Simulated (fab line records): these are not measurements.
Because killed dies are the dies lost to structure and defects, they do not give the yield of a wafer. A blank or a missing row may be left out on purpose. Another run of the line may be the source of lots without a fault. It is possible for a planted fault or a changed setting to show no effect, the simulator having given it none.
Which of the tools did it? ; flow sky130 ; 36 wafers from 12 lots sampled at 2 of the route's 708 steps

== WHAT THE GAUGES READ, wafer by wafer ==
SKY_METAL4_OVL_MEAS_14. Usual: METAL4_OVL gives 4 nm (standard deviation 5.9).
lot;measured;on;METAL4_OVL (nm);flag
L613;day 41 06:25;overlay-01;11 13 3;
L616;day 42 11:47;overlay-02;9 -4 -5;
L620;day 43 17:11;overlay-02;1 8 3;
L623;day 44 09:46;overlay-01;-1 8 2;
L624;day 44 15:33;overlay-01;15 0 -2;
L625;day 45 00:58;overlay-02;10 8 9;
L627;day 45 08:58;overlay-02;7 3 -1;
L628;day 45 17:07;overlay-01;8 10 12;
L631;day 47 00:17;overlay-01;5 13 3;
L632;day 47 03:45;overlay-02;6 7 11;
L633;day 47 16:38;overlay-02;-5 7 7;
L636;day 48 21:26;overlay-02;3 5 -2;

== WHICH TOOL RAN EACH LOT (tool, then ch and the chambers of the sampled wafers, then the start) ==
lot;SKY_METAL3_METAL_ETCH_18
L613;rie-metal-02 ch 0,1, day 38 00:33
L616;rie-metal-02 ch 1, day 39 06:52
L620;rie-metal-02 ch 0,1, day 40 14:20
L623;rie-metal-02 ch 0,1, day 41 08:10
L624;rie-metal-02 ch 1, day 41 14:48
L625;rie-metal-01 ch 0,1, day 42 02:04
L627;rie-metal-02 ch 0,1, day 42 11:16
L628;rie-metal-02 ch 0,1, day 42 20:33
L631;rie-metal-02 ch 0,1, day 44 05:52
L632;rie-metal-02 ch 0,1, day 44 10:44
L633;rie-metal-03 ch 0,1, day 44 23:34
L636;rie-metal-01 ch 0,1, day 46 07:00
- SKY_METAL3_METAL_ETCH_18: etches the open film in Cl2/BCl3, stops on SiO2, target depth 845 nm, time 183.1 s.

== WHAT THE TOOLS THEMSELVES READ (means of the sampled wafers that have a number; where no wafer has one, the mark that the record gives instead) ==
SKY_METAL3_METAL_ETCH_18. Usual: drypump-motor-current-A 5.4 A, standard deviation 0.49; mfc-cl2-sccm 59.99 sccm, standard deviation 0.17; oes-product-au 0.867 a.u., standard deviation 0.0064; throttle-valve-pct 22.264 %, standard deviation 0.0087.
lot;tool;drypump-motor-current-A (A);mfc-cl2-sccm (sccm);oes-product-au (a.u.);throttle-valve-pct (%);flag
L613;rie-metal-02;5.3;59.94;0.860;22.275;
L616;rie-metal-02;4.8;60.12;0.868;22.259;
L620;rie-metal-02;5.7;59.99;0.870;22.262;
L623;rie-metal-02;5.8;60.16;0.872;22.264;
L624;rie-metal-02;4.9;59.81;0.866;22.268;
L625;rie-metal-01;5.5;60.05;0.869;22.260;
L627;rie-metal-02;5.7;60.21;0.868;22.270;
L628;rie-metal-02;5.7;59.78;0.869;22.260;
L631;rie-metal-02;5.8;59.85;0.868;22.263;
L632;rie-metal-02;5.3;60.20;0.870;22.264;
L633;rie-metal-03;5.2;59.85;0.867;22.256;
L636;rie-metal-01;5.5;60.07;0.866;22.261;

== THE ANSWER, worked out from the rows above alone ==
Rule: a lot is off if the mean of its wafers that have a number lies more than 3 standard deviations from the usual mean. Also off: a lot with no number at a reading for which 4 or more lots have one. Where the step has rows for the other lots, those lots are counted as sound. After the gauges, taken in route order, come the tools' own readings; for these a lot's mean is taken, as printed above. At the first step where some lot is off, the reading lying furthest off is the one used; lots without a number count as furthest.
Across all readings shown, no lot is off: no conclusion can be drawn from this.

== WHAT THE SIMULATOR HAD PUT IN ==
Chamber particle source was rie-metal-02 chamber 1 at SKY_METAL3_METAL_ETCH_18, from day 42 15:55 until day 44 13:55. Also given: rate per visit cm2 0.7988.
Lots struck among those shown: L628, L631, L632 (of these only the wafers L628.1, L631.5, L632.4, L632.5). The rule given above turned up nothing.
